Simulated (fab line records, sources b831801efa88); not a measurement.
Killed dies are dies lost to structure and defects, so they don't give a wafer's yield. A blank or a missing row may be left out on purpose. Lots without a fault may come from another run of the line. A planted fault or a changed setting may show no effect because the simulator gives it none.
Which tool did it? | flow sky130 | 12 lots, 36 wafers sampled, at 6 steps of a route of 708

WHAT THE GAUGES READ, wafer by wafer
SKY_SPACER_THK_MEAS_01.
lot  | measured     | on            | SPACER_CVD_00_THK (nm)
L681 | day 22 10:02 | film_metro-03 | 43.1 43.0 43.0
L683 | day 22 20:58 | film_metro-02 | 43.1 43.2 43.2
L682 | day 22 22:09 | film_metro-02 | 42.1 41.9 42.2
L684 | day 23 18:46 | film_metro-03 | 42.8 43.0 42.4
L690 | day 25 23:48 | film_metro-02 | 42.8 42.9 42.7
L691 | day 26 06:32 | film_metro-02 | 42.7 43.0 42.9
L697 | day 29 08:07 | film_metro-02 | 42.5 42.6 42.7
L698 | day 29 09:41 | film_metro-04 | 43.0 43.4 43.5
L699 | day 29 20:46 | film_metro-03 | 42.2 42.5 42.7
L700 | day 30 02:46 | film_metro-04 | 43.0 43.0 42.8
L703 | day 30 18:17 | film_metro-04 | 43.0 42.8 42.8
L704 | day 32 13:38 | film_metro-04 | 43.0 43.2 43.0

SKY_LOCAL_INTERCONNECT_RS_MEAS_01: measures by four-point-probe.
lot  | measured     | on            | LOCAL_INTERCONNECT_TIN_RS (ohm/sq)
L681 | day 28 14:53 | film_metro-04 | 14.20 14.24 14.53
L683 | day 29 01:43 | film_metro-01 | 13.98 14.06 13.98
L682 | day 29 03:46 | film_metro-01 | 14.22 14.13 14.16
L684 | day 29 22:12 | film_metro-04 | 14.31 14.34 14.16
L690 | day 32 01:51 | film_metro-04 | 14.04 14.08 14.06
L691 | day 32 07:01 | film_metro-02 | 14.21 13.98 14.32
L697 | day 35 03:46 | film_metro-04 | - - -
L698 | day 35 07:13 | film_metro-02 | - - -
L699 | day 35 16:20 | film_metro-01 | - - -
L700 | day 35 21:10 | film_metro-04 | 14.15 13.93 14.08
L703 | day 36 11:58 | film_metro-02 | 14.01 14.00 13.86
L704 | day 38 04:31 | film_metro-01 | 14.33 14.10 14.13

SKY_LOCAL_INTERCONNECT_THK_MEAS_02: measures by xrf.
lot  | measured     | on            | LOCAL_INTERCONNECT_TIN_THK (nm)
L681 | day 28 15:01 | film_metro-04 | 98.8 98.2 96.2
L683 | day 29 01:49 | film_metro-01 | 99.7 99.9 100.0
L682 | day 29 03:53 | film_metro-01 | 98.4 98.9 98.6
L684 | day 29 22:19 | film_metro-04 | 97.7 97.3 98.9
L690 | day 32 01:58 | film_metro-04 | 99.1 99.0 99.4
L691 | day 32 07:08 | film_metro-02 | 97.0 98.8 96.7
L697 | day 35 03:53 | film_metro-04 | <0.0 <0.0 <0.0
L698 | day 35 07:19 | film_metro-02 | <0.0 <0.0 <0.0
L699 | day 35 16:26 | film_metro-01 | <0.0 <0.0 <0.0
L700 | day 35 21:16 | film_metro-04 | 99.3 100.3 99.8
L703 | day 36 12:05 | film_metro-02 | 99.5 99.6 100.7
L704 | day 38 04:38 | film_metro-01 | 97.2 98.5 98.7

SKY_LOCAL_INTERCONNECT_CD_MEAS_11: target cd 170 nm.
lot  | measured     | on        | cd_nm (nm)
L681 | day 29 18:02 | cd_sem-01 | 169.2 171.4 171.9
L683 | day 30 05:30 | cd_sem-01 | 171.2 170.2 171.1
L682 | day 30 08:17 | cd_sem-02 | 172.2 172.4 172.1
L684 | day 31 02:38 | cd_sem-02 | 173.0 171.5 172.5
L690 | day 33 03:53 | cd_sem-01 | 170.7 168.8 170.2
L691 | day 33 09:40 | cd_sem-02 | 170.9 171.2 172.1
L697 | day 36 05:13 | cd_sem-02 | 170.4 169.1 168.5
L698 | day 36 10:05 | cd_sem-01 | 170.7 170.3 170.0
L699 | day 36 18:01 | cd_sem-02 | 173.1 171.3 171.1
L700 | day 36 22:55 | cd_sem-02 | 169.6 169.3 170.1
L703 | day 37 14:35 | cd_sem-01 | 169.5 167.7 167.2
L704 | day 39 06:16 | cd_sem-01 | 168.6 167.7 168.3

SKY_CONTACT_OVL_MEAS_15.
lot  | measured     | on         | CONTACT_OVL (nm)
L681 | day 30 23:58 | overlay-02 | -8 -4 -5
L683 | day 31 11:26 | overlay-02 | -4 -2 8
L682 | day 31 14:14 | overlay-02 | 0 5 -2
L684 | day 32 07:31 | overlay-02 | 3 -4 0
L690 | day 34 07:41 | overlay-01 | 2 -1 -3
L691 | day 34 14:55 | overlay-01 | -1 0 -3
L700 | day 38 02:35 | overlay-02 | -3 -1 2
L703 | day 38 17:46 | overlay-01 | -8 -7 -7
L704 | day 40 07:28 | overlay-01 | -4 3 15

WHICH TOOL RAN EACH LOT (tool, then ch and the chambers of the sampled wafers, then the start)
lot  | SKY_LOCAL_INTERCONNECT_SPUTTER_00
L681 | pvd_sputter-01, day 28 14:50
L683 | pvd_sputter-01, day 29 01:37
L682 | pvd_sputter-02, day 29 03:43
L684 | pvd_sputter-02, day 29 22:08
L690 | pvd_sputter-03, day 32 01:46
L691 | pvd_sputter-01, day 32 06:56
L697 | pvd_sputter-01, day 35 03:42
L698 | pvd_sputter-01, day 35 07:07
L699 | pvd_sputter-02, day 35 16:14
L700 | pvd_sputter-03, day 35 21:04
L703 | pvd_sputter-03, day 36 11:54
L704 | pvd_sputter-02, day 38 04:28
- SKY_LOCAL_INTERCONNECT_SPUTTER_00: material TiN, target thk 100 nm, time 83.3 s.

WHAT THE TOOLS THEMSELVES READ (means of the sampled wafers that have a number; where no wafer has one, the mark that the record gives instead)
SKY_LOCAL_INTERCONNECT_SPUTTER_00.
lot  | tool           | cathode_dc_power_W (W) | chamber_pressure_pa (Pa) | throttle_valve_pct (%)
L681 | pvd_sputter-01 | 6499.8                 | 0.3989                   | 31.3
L683 | pvd_sputter-01 | 6500.3                 | 0.3992                   | 31.5
L682 | pvd_sputter-02 | 6499.4                 | 0.3998                   | 30.0
L684 | pvd_sputter-02 | 6500.1                 | 0.3996                   | 29.5
L690 | pvd_sputter-03 | 6499.0                 | 0.3994                   | 30.6
L691 | pvd_sputter-01 | 6499.8                 | 0.4003                   | 30.2
L697 | pvd_sputter-01 | -                      | -                        | -
L698 | pvd_sputter-01 | -                      | -                        | -
L699 | pvd_sputter-02 | -                      | -                        | -
L700 | pvd_sputter-03 | 6500.4                 | 0.4005                   | 29.9
L703 | pvd_sputter-03 | 6499.1                 | 0.3996                   | 29.7
L704 | pvd_sputter-02 | 6501.4                 | 0.4012                   | 30.2

THE ANSWER, worked out from the rows above alone
Rule: what is usual is taken from the lots themselves. Put in order of their means at a reading, lots are off if they are a third of the lots or fewer, leave a main group of 4 or more, and stand apart from it by a gap of 3 or more times the standard deviation of the main group's means; of several such gaps the widest counts. A main group whose means are all the same, to the digits that the tables above print for the reading, isn't used. A lot without any number at a reading at which 4 lots or more have one is off too. The other lots that the step has rows for count as sound. The gauges are gone through in route order, then the tools' own readings, and for those a lot's mean is taken as printed above. The first step at which some lot is off is used, and at that step the reading that is off furthest; a lot without a number counts as furthest.
Off: L697, L698, L699, at SKY_LOCAL_INTERCONNECT_RS_MEAS_01 (LOCAL_INTERCONNECT_TIN_RS). Without a number there: L697, L698, L699. The main group: mean 14.13 ohm/sq, standard deviation 0.12.
A tool fits if, at a process step before that reading, it ran every lot that is off, and no sound lot after the first of them. The gauges at SKY_LOCAL_INTERCONNECT_RS_MEAS_01 aren't tried: what is off there is off at SKY_LOCAL_INTERCONNECT_SPUTTER_00 too, on other tools, and a gauge's error can't cause that. None of those tried fits.

WHAT THE SIMULATOR HAD PUT IN
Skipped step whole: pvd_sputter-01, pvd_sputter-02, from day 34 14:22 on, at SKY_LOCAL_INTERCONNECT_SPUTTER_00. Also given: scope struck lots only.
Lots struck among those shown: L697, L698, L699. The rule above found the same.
